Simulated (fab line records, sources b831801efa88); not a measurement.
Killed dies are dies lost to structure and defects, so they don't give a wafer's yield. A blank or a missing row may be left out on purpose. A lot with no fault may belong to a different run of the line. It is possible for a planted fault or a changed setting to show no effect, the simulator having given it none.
fab line records	flow gf180mcu
record: lots: 5	wafers: 15	lastDay: 32
route steps=602 shown TOP_METAL@584 PASSIVATION@587
lots that met no fault: from a run of the same line without faults
startH: start of the lot's first displayed wafer, in hours after the record's first day	waitH: hours elapsed since this lot's preceding step	" the same as in the row above	L1.1+2: one row covering several wafers at once	- no value, or no start was given	* or withheld: withheld	< > ~ a bound
route shown NAME@n: names a module that has steps shown in the file, with the first one's number in the route	usual: mean/standard deviation of fault-free wafers	same: alike in all rows	chamber/n: place in a boat	sites: readings site by site	_std_site: the standard deviation of these	_edge_site: mean of outer sites minus mean of inner sites	radiusMm: for every site, how far away it sits from the centre of the wafer	mask NAME#n: copy n	behind: the tool/chamber that last shaped the wafer	hold: why the lot was held/for how many hours/how that ended	device: names the non-switching transistor (n, p or np)	end of line: the tests these same wafers got at the end of their route	a step with no rows: only its recipe	killed: count of dies lost to structure and defects at first sort (not the wafer's yield)	map: per-die view of a wafer (x killed, . not killed, _ where there is no die)
set.NAME: the run value of the setting; set.NAME@STEP: its run value at that earlier step	model.NAME: the simulator's own value behind a step, which no gauge read
lots at some steps of the route; a table a step, a row a wafer
services: from which hour (startH, from the record's first day; less than 0 if before it) a tool's chamber was out of use, for how many hours, and why
== steps ==
step: GF_TOP_METAL_STRIP_17
recipe: chemistry: O2/N2	powerW: 1400	pressureMtorr: 1500	platenTempC: 250	o2FlowSccm: 3000	n2FlowSccm: 300	overashFraction: 0.5
usual: drypumpMotorCurrentA: 5.9/0.7	heaterPowerW: 329/24	n2FlowSccm: 300.0/0.94	oesProductAu: 0.710/0.0047	stripTimeToEndpointS: 12.78/0.066
lot.wafer	tool	chamber	startH	waitH	drypumpMotorCurrentA	heaterPowerW	n2FlowSccm	oesProductAu	rfHoursCounterH	stripTimeToEndpointS
L078.3	plasmaAsher-04	1	682.45	0.1	4.7	364	300.4	0.707	-	12.74
L078.5	"	0	"	"	6.7	327	299.7	0.710	-	12.66
L078.6	"	1	"	"	4.7	363	298.4	0.709	-	12.75
L080.4	plasmaAsher-01	1	699.38	0.1	5.8	312	299.2	0.708	-	12.80
L080.5	"	1	"	"	5.8	307	298.9	0.705	-	12.82
L080.6	"	0	"	"	5.6	291	301.5	0.701	-	12.84
L083.2	plasmaAsher-04	1	716.58	0.3	4.7	366	299.7	0.706	64	12.81
L083.5	"	0	"	"	6.7	332	299.8	0.719	-	12.82
L083.6	"	1	"	"	4.7	364	301.1	0.709	-	12.80
L085.1	plasmaAsher-03	1	732.88	0.3	6.0	312	300.3	0.709	107	12.80
L085.5	"	1	"	"	6.0	307	297.9	0.705	-	12.81
L085.6	"	0	"	"	6.7	351	299.9	0.713	-	12.78
L087.3	plasmaAsher-03	1	743.51	0.1	6.0	311	299.2	0.716	-	12.82
L087.4	"	0	"	"	6.6	350	298.2	0.720	-	12.68
L087.5	"	1	"	"	6.0	309	300.9	0.703	-	12.78
step: GF_TOP_METAL_STRIP_18
recipe: chemistry: postEtchResidueRemover	timeS: 1200	tempC: 72.5
usual: bathHeatDutyPct: 14.2/1.4	tempC: 72.48/0.11
lot.wafer	tool	chamber	startH	waitH	bathHeatDutyPct	tempC
L078.3	wetBench-03	1	682.52	0.0	11.5	72.66
L078.5	"	1	"	"	13.1	72.67
L078.6	"	1	"	"	13.2	72.55
L080.4	wetBench-02	0	699.45	0.0	13.5	72.53
L080.5	"	0	"	"	14.4	72.61
L080.6	"	0	"	"	15.6	72.46
L083.2	wetBench-03	2	716.68	0.1	17.1	72.39
L083.5	"	2	"	"	16.1	72.35
L083.6	"	2	"	"	17.7	72.54
L085.1	wetBench-02	0	732.98	0.1	15.7	72.50
L085.5	"	0	"	"	16.2	72.40
L085.6	"	0	"	"	15.7	72.50
L087.3	wetBench-02	3	743.58	0.0	14.7	72.49
L087.4	"	3	"	"	13.9	72.58
L087.5	"	3	"	"	15.2	72.34
step: GF_TOP_METAL_CLEAN_19
recipe: chemistry: DIW	dry: n2Spin
lot.wafer	tool	chamber	startH	waitH
L078.3+5+6	wetBench-01	1	682.86	0.0
L080.4+5+6	wetBench-01	0	699.79	0.0
L083.2+5+6	wetBench-02	3	717.02	0.0
L085.1+5+6	wetBench-02	1	733.35	0.0
L087.3+4+5	wetBench-01	0	743.95	0.0
step: GF_PASSIVATION_CVD_00
recipe: material: SiO2	targetThkNm: 1000	precursor: TEOS	tempC: 400	timeS: 111.95	rfW: 600
usual: heaterPowerW: 630/79
lot.wafer	tool	chamber	startH	waitH	heaterPowerW
L078.3	pecvd-04	1	682.96	0.0	666
L078.5	"	2	"	"	559
L078.6	"	1	"	"	545
L080.4	pecvd-02	1	699.92	0.0	699
L080.5	"	2	"	"	590
L080.6	"	0	"	"	737
L083.2	pecvd-02	2	717.11	0.0	639
L083.5	"	2	"	"	503
L083.6	"	1	"	"	642
L085.1	pecvd-02	0	733.45	0.0	780
L085.5	"	0	"	"	595
L085.6	"	2	"	"	631
L087.3	pecvd-02	0	744.05	0.0	751
L087.4	"	1	"	"	549
L087.5	"	0	"	"	620
step: GF_PASSIVATION_THK_MEAS_01
recipe: reads: SiO2_of_PASSIVATION_CVD_00
usual: PASSIVATION_CVD_00_THK: 995/12
lot.wafer	tool	chamber	startH	waitH	PASSIVATION_CVD_00_THK[nm]
L078.3	filmMetro-03	-	683.06	0.1	977
L078.5	"	-	"	"	1011
L078.6	"	-	"	"	999
L080.4	filmMetro-01	-	699.99	0.0	1005
L080.5	"	-	"	"	1007
L080.6	"	-	"	"	1005
L083.2	filmMetro-01	-	717.20	0.0	973
L083.5	"	-	"	"	999
L083.6	"	-	"	"	990
L085.1	filmMetro-04	-	733.53	0.0	983
L085.5	"	-	"	"	1003
L085.6	"	-	"	"	1007
L087.3	filmMetro-01	-	744.14	0.1	987
L087.4	"	-	"	"	1012
L087.5	"	-	"	"	992
step: GF_PASSIVATION_CVD_02
recipe: material: Si3N4	targetThkNm: 700	timeS: 486.18	tempC: 400	rfW: 450
usual: heaterPowerW: 673/82
lot.wafer	tool	chamber	startH	waitH	heaterPowerW
L078.3	pecvd-03	1	683.10	0.0	794
L078.5	"	0	"	"	710
L078.6	"	1	"	"	804
L080.4	pecvd-03	2	700.17	0.2	582
L080.5	"	1	"	"	759
L080.6	"	0	"	"	683
L083.2	pecvd-03	2	717.25	0.0	565
L083.5	"	0	"	"	584
L083.6	"	1	"	"	756
L085.1	pecvd-03	2	733.59	0.1	614
L085.5	"	0	"	"	578
L085.6	"	2	"	"	638
L087.3	pecvd-04	1	744.18	0.0	705
L087.4	"	1	"	"	717
L087.5	"	0	"	"	749
step: GF_PASSIVATION_THK_MEAS_03
recipe: reads: Si3N4_of_PASSIVATION_CVD_02
usual: PASSIVATION_CVD_02_THK: 700/9.7
lot.wafer	tool	chamber	startH	waitH	PASSIVATION_CVD_02_THK[nm]
L078.3	filmMetro-04	-	683.41	0.2	685
L078.5	"	-	"	"	701
L078.6	"	-	"	"	692
L080.4	filmMetro-04	-	700.34	0.0	686
L080.5	"	-	"	"	694
L080.6	"	-	"	"	699
L083.2	filmMetro-01	-	717.55	0.2	695
L083.5	"	-	"	"	707
L083.6	"	-	"	"	716
L085.1	filmMetro-04	-	733.88	0.1	695
L085.5	"	-	"	"	727
L085.6	"	-	"	"	714
L087.3	filmMetro-03	-	744.49	0.2	690
L087.4	"	-	"	"	702
L087.5	"	-	"	"	699
step: GF_PASSIVATION_DEHYDRATE_04
recipe: tempC: 200	timeS: 60
lot.wafer	tool	chamber	startH	waitH
L078.3+5+6	lithoTrack-04	0	692.02	8.6
L080.4+5+6	lithoTrack-03	0	709.52	9.2
L083.2+5+6	lithoTrack-01	0	725.93	8.4
L085.1+5+6	lithoTrack-01	0	741.80	7.9
L087.3+4+5	lithoTrack-03	0	752.50	8.0
step: GF_PASSIVATION_HMDS_05
recipe: primeTimeS: 60	primeTempC: 120
usual: primeTempC: 120.00/0.13
lot.wafer	tool	chamber	startH	waitH	primeTempC
L078.3	lithoTrack-04	0	692.17	0.1	120.12
L078.5	"	0	"	"	120.17
L078.6	"	0	"	"	120.14
L080.4	lithoTrack-03	0	709.67	0.1	120.07
L080.5	"	0	"	"	119.95
L080.6	"	0	"	"	120.12
L083.2	lithoTrack-01	0	726.08	0.1	119.90
L083.5	"	0	"	"	119.75
L083.6	"	0	"	"	120.07
L085.1	lithoTrack-01	0	741.95	0.1	120.14
L085.5	"	0	"	"	119.89
L085.6	"	0	"	"	119.77
L087.3	lithoTrack-03	0	752.65	0.1	119.94
L087.4	"	0	"	"	119.84
L087.5	"	0	"	"	119.81
step: GF_PASSIVATION_COAT_06
recipe: spinRpm: 2000	resistThkNm: 4000
lot.wafer	tool	chamber	startH	waitH
L078.3+5+6	lithoTrack-04	0	692.32	0.1
L080.4+5+6	lithoTrack-03	0	709.82	0.1
L083.2+5+6	lithoTrack-01	0	726.23	0.1
L085.1+5+6	lithoTrack-01	0	742.10	0.1
L087.3+4+5	lithoTrack-03	0	752.80	0.1
step: GF_PASSIVATION_SOFTBAKE_07
recipe: tempC: 110	timeS: withheld
lot.wafer	tool	chamber	startH	waitH
L078.3+5+6	lithoTrack-04	0	692.49	0.1
L080.4+5+6	lithoTrack-03	0	710.00	0.1
L083.2+5+6	lithoTrack-01	0	726.39	0.1
L085.1+5+6	lithoTrack-01	0	742.25	0.1
L087.3+4+5	lithoTrack-03	0	752.96	0.1
step: GF_PASSIVATION_EXPOSE_08
recipe: maskId: Pad	targetCdNm: 40000	na: 0.57	doseMj: 310
lot.wafer	tool	chamber	startH	waitH	mask
L078.3+5+6	ilineStepper-02	0	-	-	Pad#0
L080.4+5+6	ilineStepper-01	0	-	-	Pad#0
L083.2+5+6	ilineStepper-02	0	-	-	Pad#0
L085.1+5+6	ilineStepper-02	0	-	-	Pad#0
L087.3+4+5	ilineStepper-02	0	-	-	Pad#0
step: GF_PASSIVATION_PEB_09
recipe: tempC: 115	timeS: withheld
lot.wafer	tool	chamber	startH	waitH
L078.3+5+6	lithoTrack-03	0	-	-
L080.4+5+6	lithoTrack-01	0	-	-
L083.2+5+6	lithoTrack-04	0	-	-
L085.1+5+6	lithoTrack-03	0	-	-
L087.3+4+5	lithoTrack-01	0	-	-
step: GF_PASSIVATION_DEVELOP_10
recipe: developTimeS: 60	devTempC: 23
lot.wafer	tool	chamber	startH	waitH
L078.3+5+6	lithoTrack-03	0	-	-
L080.4+5+6	lithoTrack-01	0	-	-
L083.2+5+6	lithoTrack-04	0	-	-
L085.1+5+6	lithoTrack-03	0	-	-
L087.3+4+5	lithoTrack-01	0	-	-
step: GF_PASSIVATION_ETCH_11
recipe: chemistry: CF4/O2	targetDepthNm: 2040	stopOn: TiN	sourceW: 800	biasW: 152.5	pressureMtorr: 150	cf4FlowSccm: 80	O2_flow_sccm: 10	timeS: 453.3
usual: biasW: 152.5/0.43	drypumpMotorCurrentA: 5.6/0.44	oesProductAu: 0.991/0.006	throttleValvePct: 5.970/0.0094
lot.wafer	tool	chamber	startH	waitH	biasW	drypumpMotorCurrentA	oesProductAu	rfHoursCounterH	throttleValvePct
L078.3	rieDiel-01	1	701.40	-	152.3	5.4	0.987	8	5.961
L078.5	"	1	"	"	152.5	5.4	0.988	-	5.969
L078.6	"	0	"	"	152.0	5.7	0.991	-	5.968
L080.4	rieDiel-01	3	719.15	-	152.3	5.5	1.001	2	5.969
L080.5	"	0	"	"	152.4	5.7	0.986	-	5.969
L080.6	"	1	"	"	152.5	5.4	0.987	-	5.960
L083.2	rieDiel-01	2	734.82	-	152.5	5.0	0.994	5	5.965
L083.5	"	3	"	"	152.9	5.5	0.991	-	5.975
L083.6	"	0	"	"	151.7	5.7	0.997	-	5.984
L085.1	rieDiel-04	1	751.10	-	152.5	5.6	0.998	6	5.957
L085.5	"	2	"	"	153.1	6.4	0.998	-	5.980
L085.6	"	3	"	"	152.4	6.2	0.983	-	5.968
L087.3	rieDiel-02	0	760.70	-	151.2	5.3	0.995	19	5.967
L087.4	"	3	"	"	152.9	5.4	1.000	6	5.975
L087.5	"	3	"	"	153.1	5.4	0.989	-	5.967
step: GF_PASSIVATION_STRIP_12
recipe: chemistry: O2/N2	powerW: 1400	pressureMtorr: 1500	platenTempC: 250	o2FlowSccm: 3000	n2FlowSccm: 300	overashFraction: 0.5
usual: drypumpMotorCurrentA: 6.0/0.7	heaterPowerW: 337/21	n2FlowSccm: 299.8/0.95	oesProductAu: 0.718/0.0049	stripTimeToEndpointS: 32.9/0.3
lot.wafer	tool	chamber	startH	waitH	drypumpMotorCurrentA	heaterPowerW	n2FlowSccm	oesProductAu	rfHoursCounterH	stripTimeToEndpointS
L078.3	plasmaAsher-04	1	701.70	0.2	4.7	357	297.3	0.720	-	33.5
L078.5	"	0	"	"	6.7	323	298.7	0.719	-	33.1
L078.6	"	1	"	"	4.8	365	297.7	0.714	-	32.8
L080.4	plasmaAsher-03	0	719.45	0.2	6.7	366	298.5	0.721	-	33.2
L080.5	"	1	"	"	6.0	300	298.2	0.726	-	33.1
L080.6	"	0	"	"	6.7	354	297.2	0.722	-	33.6
L083.2	plasmaAsher-02	1	735.09	0.1	6.2	349	299.4	0.718	31	32.3
L083.5	"	0	"	"	5.6	323	299.1	0.713	-	33.1
L083.6	"	1	"	"	6.2	347	301.3	0.717	-	33.0
L085.1	plasmaAsher-02	1	751.37	0.1	6.2	348	298.4	0.723	33	32.7
L085.5	"	1	"	"	6.2	355	298.3	0.717	-	32.6
L085.6	"	0	"	"	5.6	318	300.3	0.714	-	33.1
L087.3	plasmaAsher-03	1	761.00	0.2	6.0	301	300.5	0.722	-	32.6
L087.4	"	0	"	"	6.7	350	299.3	0.712	-	32.8
L087.5	"	1	"	"	6.0	304	299.9	0.716	-	33.0
step: GF_PASSIVATION_ANNEAL_13
recipe: tempC: 400	timeS: 1800	ambient: N2/H2	idleTempC: 300	rampUpCPerMin: 10	rampDownCPerMin: 3
usual: spikeTcCentreC: 400.8/1.1	zonePowerTopPct: 9.5/0.41
lot.wafer	tool	chamber	startH	waitH	spikeTcCentreC	zonePowerTopPct
L078.3	furnace-01	0	701.77	0.0	399.9	10.0
L078.5	"	0	"	"	402.0	9.8
L078.6	"	0	"	"	399.0	10.0
L080.4	furnace-02	0	719.52	0.0	402.6	9.1
L080.5	"	0	"	"	403.1	9.1
L080.6	"	0	"	"	401.4	9.0
L083.2	furnace-01	0	735.19	0.1	399.8	9.8
L083.5	"	0	"	"	400.8	10.1
L083.6	"	0	"	"	400.3	9.8
L085.1	furnace-02	0	751.47	0.1	400.4	9.0
L085.5	"	0	"	"	401.8	9.1
L085.6	"	0	"	"	402.0	9.1
L087.3	furnace-02	0	761.07	0.0	402.5	9.1
L087.4	"	0	"	"	401.8	9.0
L087.5	"	0	"	"	401.2	9.1
step: GF_PASSIVATION_BOW_MEAS_14
recipe: mode: bow
usual: PASSIVATION_BOW: 133/10
lot.wafer	tool	chamber	startH	waitH	PASSIVATION_BOW[um]
L078.3	filmMetro-03	-	703.31	0.0	124
L078.5	"	-	"	"	134
L078.6	"	-	"	"	138
L080.4	filmMetro-01	-	721.08	0.1	128
L080.5	"	-	"	"	143
L080.6	"	-	"	"	144
L083.2	filmMetro-01	-	736.71	0.0	143
L083.5	"	-	"	"	133
L083.6	"	-	"	"	136
L085.1	filmMetro-01	-	752.97	0.0	128
L085.5	"	-	"	"	144
L085.6	"	-	"	"	130
L087.3	filmMetro-01	-	762.61	0.0	128
L087.4	"	-	"	"	118
L087.5	"	-	"	"	123
== services ==
tool	chamber	startH	hours	kind
rieDiel-01	3	665.46	-	clean
rieDiel-01	3	665.46	18.9	scheduledDown
rieDiel-01	3	665.46	18.9	ventCycle
furnace-02	-	666.81	2.8	pm
furnace-01	-	672.53	13.0	repair
pecvd-02	0	675.91	6.5	repair
rieDiel-04	-	679.99	1.2	repair
pecvd-02	-	682.50	3.2	repair
rieDiel-02	1	684.47	6.5	repair
pecvd-04	-	699.59	14.6	pm
furnace-01	-	710.77	3.5	pm
wetBench-01	-	711.03	0.9	repair
pecvd-04	-	714.19	6.0	pm
plasmaAsher-01	-	717.23	28.1	pm
rieDiel-02	3	719.52	13.8	repair
ilineStepper-02	-	728.50	2.3	repair
plasmaAsher-03	-	733.75	9.0	pm
plasmaAsher-03	0	733.75	9.0	ventCycle
plasmaAsher-03	1	733.75	9.0	ventCycle
rieDiel-01	2	741.29	2.6	repair
plasmaAsher-03	0	742.75	-	clean
plasmaAsher-03	1	742.75	-	clean
furnace-02	-	743.48	1.9	repair
pecvd-02	2	756.26	15.4	repair
== key ==
fault none
